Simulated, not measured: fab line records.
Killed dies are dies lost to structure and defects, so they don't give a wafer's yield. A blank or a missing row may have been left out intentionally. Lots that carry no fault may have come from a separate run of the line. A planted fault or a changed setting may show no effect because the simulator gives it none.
What tool caused it? / flow gf180mcu / Sampling: 13 lots, 37 wafers, 5 of 602 route steps

== WHAT THE GAUGES SHOWED, per wafer ==
GF_V5_BOW_MEAS_05. Usual: V5_BOW 135 um, standard deviation 9.3.
lot=L948; measured=day 27 04:35; on=filmMetro-04; V5_BOW (um)=148 134 137; flag=
lot=L949; measured=day 27 10:05; on=filmMetro-03; V5_BOW (um)=140 136 146; flag=
lot=L950; measured=day 27 15:25; on=filmMetro-04; V5_BOW (um)=146 147 149; flag=
lot=L952; measured=day 28 05:48; on=filmMetro-01; V5_BOW (um)=144 132 139; flag=
lot=L955; measured=day 29 07:49; on=filmMetro-03; V5_BOW (um)=122 130 143; flag=
lot=L956; measured=day 29 14:39; on=filmMetro-01; V5_BOW (um)=130 122 139; flag=
lot=L957; measured=day 29 22:26; on=filmMetro-01; V5_BOW (um)=131 136 136; flag=
lot=L958; measured=day 30 05:54; on=filmMetro-01; V5_BOW (um)=125 120 135; flag=
lot=L959; measured=day 30 08:28; on=filmMetro-01; V5_BOW (um)=136 127 144; flag=
lot=L960; measured=day 30 19:22; on=filmMetro-04; V5_BOW (um)=144 138 124; flag=
lot=L962; measured=day 31 07:14; on=filmMetro-03; V5_BOW (um)=138; flag=
lot=L963; measured=day 31 11:56; on=filmMetro-04; V5_BOW (um)=128 130 121; flag=
lot=L971; measured=day 33 12:51; on=filmMetro-04; V5_BOW (um)=135 140 149; flag=

GF_V5_CD_MEAS_14 targets a cd of 260 nm. Usual: cdNm at 259.6 nm, with a standard deviation of 1.2.
lot=L948; measured=day 28 01:40; on=cdSem-02; cdNm (nm)=260.6 261.1 260.5; flag=
lot=L949; measured=day 28 06:58; on=cdSem-01; cdNm (nm)=260.7 261.8 261.3; flag=
lot=L950; measured=day 28 11:37; on=cdSem-01; cdNm (nm)=257.9 259.4 258.9; flag=
lot=L952; measured=day 29 01:52; on=cdSem-01; cdNm (nm)=259.0 258.8 259.2; flag=
lot=L955; measured=day 30 03:52; on=cdSem-02; cdNm (nm)=260.7 260.6 259.6; flag=
lot=L956; measured=day 30 09:31; on=cdSem-02; cdNm (nm)=257.8 258.1 259.7; flag=
lot=L957; measured=day 30 17:56; on=cdSem-01; cdNm (nm)=259.6 259.9 259.0; flag=
lot=L958; measured=day 31 00:29; on=cdSem-01; cdNm (nm)=259.1 260.0 260.1; flag=
lot=L959; measured=day 31 02:22; on=cdSem-01; cdNm (nm)=260.2 261.2 260.7; flag=
lot=L960; measured=day 31 13:13; on=cdSem-02; cdNm (nm)=258.4 257.6 258.1; flag=
lot=L962; measured=day 32 01:04; on=cdSem-02; cdNm (nm)=253.8; flag=OFF
lot=L963; measured=day 32 05:41; on=cdSem-01; cdNm (nm)=262.8 260.6 261.2; flag=
lot=L971; measured=day 34 04:14; on=cdSem-02; cdNm (nm)=259.8 259.4 259.3; flag=

== EACH LOT AND THE TOOL THAT RAN IT (in order: tool; ch and the chambers of the sampled wafers; start) ==
lot=L948; GF_M5_ETCH_09=rieDiel-03 ch 0,1,2, day 27 03:08; GF_V5_CMP_04=cmp-01 ch 0,2,3, day 27 04:17; GF_V5_EXPOSE_11=krfScanner-01 ch 0, day 27 15:25
lot=L949; GF_M5_ETCH_09=rieDiel-02 ch 0,1, day 27 08:47; GF_V5_CMP_04=cmp-01 ch 0,1,3, day 27 09:50; GF_V5_EXPOSE_11=krfScanner-02 ch 0, day 27 20:59
lot=L950; GF_M5_ETCH_09=rieDiel-02 ch 0,1,3, day 27 14:11; GF_V5_CMP_04=cmp-01 ch 1,2,3, day 27 15:10; GF_V5_EXPOSE_11=krfScanner-02 ch 0, day 28 02:07
lot=L952; GF_M5_ETCH_09=rieDiel-04 ch 0,1,2, day 28 04:31; GF_V5_CMP_04=cmp-02 ch 0,1,3, day 28 05:34; GF_V5_EXPOSE_11=krfScanner-02 ch 0, day 28 16:23
lot=L955; GF_M5_ETCH_09=rieDiel-02 ch 0,1,2, day 29 06:28; GF_V5_CMP_04=cmp-02 ch 0,2,3, day 29 07:34; GF_V5_EXPOSE_11=krfScanner-02 ch 0, day 29 18:08
lot=L956; GF_M5_ETCH_09=rieDiel-04 ch 1,2,3, day 29 13:20; GF_V5_CMP_04=cmp-01 ch 0,1,2, day 29 14:25; GF_V5_EXPOSE_11=krfScanner-02 ch 0, day 30 00:31
lot=L957; GF_M5_ETCH_09=rieDiel-03 ch 2,3, day 29 21:10; GF_V5_CMP_04=cmp-02 ch 0,1, day 29 22:07; GF_V5_EXPOSE_11=krfScanner-01 ch 0, day 30 08:31
lot=L958; GF_M5_ETCH_09=rieDiel-02 ch 0,1,2, day 30 04:35; GF_V5_CMP_04=cmp-02 ch 0,2,3, day 30 05:38; GF_V5_EXPOSE_11=krfScanner-01 ch 0, day 30 15:20
lot=L959; GF_M5_ETCH_09=rieDiel-02 ch 1,2,3, day 30 07:14; GF_V5_CMP_04=cmp-02 ch 1,2,3, day 30 08:10; GF_V5_EXPOSE_11=krfScanner-02 ch 0, day 30 17:47
lot=L960; GF_M5_ETCH_09=rieDiel-04 ch 0,1,3, day 30 17:47; GF_V5_CMP_04=cmp-02 ch 2,3, day 30 19:02; GF_V5_EXPOSE_11=krfScanner-01 ch 0, day 31 04:44
lot=L962; GF_M5_ETCH_09=rieDiel-04 ch 1, day 31 05:48; GF_V5_CMP_04=cmp-02 ch 3, day 31 07:05; GF_V5_EXPOSE_11=krfScanner-02 ch 0, day 31 16:34
lot=L963; GF_M5_ETCH_09=rieDiel-02 ch 0,3, day 31 10:34; GF_V5_CMP_04=cmp-02 ch 1,3, day 31 11:40; GF_V5_EXPOSE_11=krfScanner-01 ch 0, day 31 21:10
lot=L971; GF_M5_ETCH_09=rieDiel-03 ch 0,1, day 33 10:08; GF_V5_CMP_04=cmp-02 ch 0,1,2, day 33 12:35; GF_V5_EXPOSE_11=krfScanner-01 ch 0, day 33 20:47
- GF_M5_ETCH_09: etches Si3N4 in CF4/O2, target depth 52 nm, time 11.6 s.
- GF_V5_CMP_04: polishes SiO2.
- GF_V5_EXPOSE_11: exposes mask Via5, target cd 260 nm.

== AS READ BY THE TOOLS THEMSELVES (means over the sampled wafers that have a number; for cases with no such wafer, the mark the record gives instead) ==
GF_M5_ETCH_09. Usual: drypumpMotorCurrentA 5.6 A, standard deviation 0.47; oesProductAu 0.999 a.u., standard deviation 0.0071; throttleValvePct 5.970 %, standard deviation 0.0087.
lot=L948; tool=rieDiel-03; drypumpMotorCurrentA (A)=5.9; oesProductAu (a.u.)=0.996; throttleValvePct (%)=5.982; flag=
lot=L949; tool=rieDiel-02; drypumpMotorCurrentA (A)=5.5; oesProductAu (a.u.)=1.000; throttleValvePct (%)=5.968; flag=
lot=L950; tool=rieDiel-02; drypumpMotorCurrentA (A)=5.7; oesProductAu (a.u.)=1.004; throttleValvePct (%)=5.970; flag=
lot=L952; tool=rieDiel-04; drypumpMotorCurrentA (A)=5.4; oesProductAu (a.u.)=0.996; throttleValvePct (%)=5.968; flag=
lot=L955; tool=rieDiel-02; drypumpMotorCurrentA (A)=5.3; oesProductAu (a.u.)=1.003; throttleValvePct (%)=5.974; flag=
lot=L956; tool=rieDiel-04; drypumpMotorCurrentA (A)=5.4; oesProductAu (a.u.)=1.002; throttleValvePct (%)=5.972; flag=
lot=L957; tool=rieDiel-03; drypumpMotorCurrentA (A)=5.6; oesProductAu (a.u.)=1.003; throttleValvePct (%)=5.964; flag=
lot=L958; tool=rieDiel-02; drypumpMotorCurrentA (A)=5.3; oesProductAu (a.u.)=1.002; throttleValvePct (%)=5.965; flag=
lot=L959; tool=rieDiel-02; drypumpMotorCurrentA (A)=5.3; oesProductAu (a.u.)=1.000; throttleValvePct (%)=5.970; flag=
lot=L960; tool=rieDiel-04; drypumpMotorCurrentA (A)=5.4; oesProductAu (a.u.)=1.007; throttleValvePct (%)=5.968; flag=
lot=L962; tool=rieDiel-04; drypumpMotorCurrentA (A)=4.6; oesProductAu (a.u.)=0.998; throttleValvePct (%)=5.966; flag=
lot=L963; tool=rieDiel-02; drypumpMotorCurrentA (A)=5.9; oesProductAu (a.u.)=1.001; throttleValvePct (%)=5.972; flag=
lot=L971; tool=rieDiel-03; drypumpMotorCurrentA (A)=5.8; oesProductAu (a.u.)=0.996; throttleValvePct (%)=5.961; flag=

GF_V5_CMP_04. Usual: motorCurrentA at 12.4 A, with a standard deviation of 0.92.
lot=L948; tool=cmp-01; motorCurrentA (A)=12.6; flag=
lot=L949; tool=cmp-01; motorCurrentA (A)=12.5; flag=
lot=L950; tool=cmp-01; motorCurrentA (A)=12.5; flag=
lot=L952; tool=cmp-02; motorCurrentA (A)=11.8; flag=
lot=L955; tool=cmp-02; motorCurrentA (A)=12.5; flag=
lot=L956; tool=cmp-01; motorCurrentA (A)=12.3; flag=
lot=L957; tool=cmp-02; motorCurrentA (A)=11.1; flag=
lot=L958; tool=cmp-02; motorCurrentA (A)=12.4; flag=
lot=L959; tool=cmp-02; motorCurrentA (A)=12.1; flag=
lot=L960; tool=cmp-02; motorCurrentA (A)=13.5; flag=
lot=L962; tool=cmp-02; motorCurrentA (A)=13.3; flag=
lot=L963; tool=cmp-02; motorCurrentA (A)=11.7; flag=
lot=L971; tool=cmp-02; motorCurrentA (A)=11.5; flag=

GF_V5_EXPOSE_11. Usual: exposureDoseMJCm2 at 38.14, with a standard deviation of 0.26.
lot=L948 tool=krfScanner-01 exposureDoseMJCm2=37.94 flag=
lot=L949 tool=krfScanner-02 exposureDoseMJCm2=38.43 flag=
lot=L950 tool=krfScanner-02 exposureDoseMJCm2=38.47 flag=
lot=L952 tool=krfScanner-02 exposureDoseMJCm2=38.39 flag=
lot=L955 tool=krfScanner-02 exposureDoseMJCm2=38.46 flag=
lot=L956 tool=krfScanner-02 exposureDoseMJCm2=38.44 flag=
lot=L957 tool=krfScanner-01 exposureDoseMJCm2=37.93 flag=
lot=L958 tool=krfScanner-01 exposureDoseMJCm2=37.95 flag=
lot=L959 tool=krfScanner-02 exposureDoseMJCm2=38.48 flag=
lot=L960 tool=krfScanner-01 exposureDoseMJCm2=37.90 flag=
lot=L962 tool=krfScanner-02 exposureDoseMJCm2=37.08 flag=OFF
lot=L963 tool=krfScanner-01 exposureDoseMJCm2=37.99 flag=
lot=L971 tool=krfScanner-01 exposureDoseMJCm2=37.90 flag=

== THE ANSWER, worked out from the rows above alone ==
Rule: take the mean of a lot's wafers that have a number; if it is more than 3 standard deviations from the usual mean, the lot is off. A lot without any number at a reading at which 4 lots or more have one is off too. The other lots that the step has rows for count as sound. After the gauges, taken in route order, come the tools' own readings; for these a lot's mean is taken, as printed above. At the first step where some lot is off, the reading lying furthest off is the one used; lots without a number count as furthest.
Off: L962 (GF_V5_CD_MEAS_14, cdNm).
If a tool, at a process step before that reading, ran all the lots that are off and no sound lot after the first of them, it fits. Not tried: the gauges at GF_V5_CD_MEAS_14; whatever is off there is also off at GF_V5_EXPOSE_11, on other tools, and gauge error can't account for it. 2 tools fit, rieDiel-04 at GF_M5_ETCH_09 and krfScanner-02 at GF_V5_EXPOSE_11, so this cannot tell which one it is.

== WHAT THE SIMULATOR PUT IN ==
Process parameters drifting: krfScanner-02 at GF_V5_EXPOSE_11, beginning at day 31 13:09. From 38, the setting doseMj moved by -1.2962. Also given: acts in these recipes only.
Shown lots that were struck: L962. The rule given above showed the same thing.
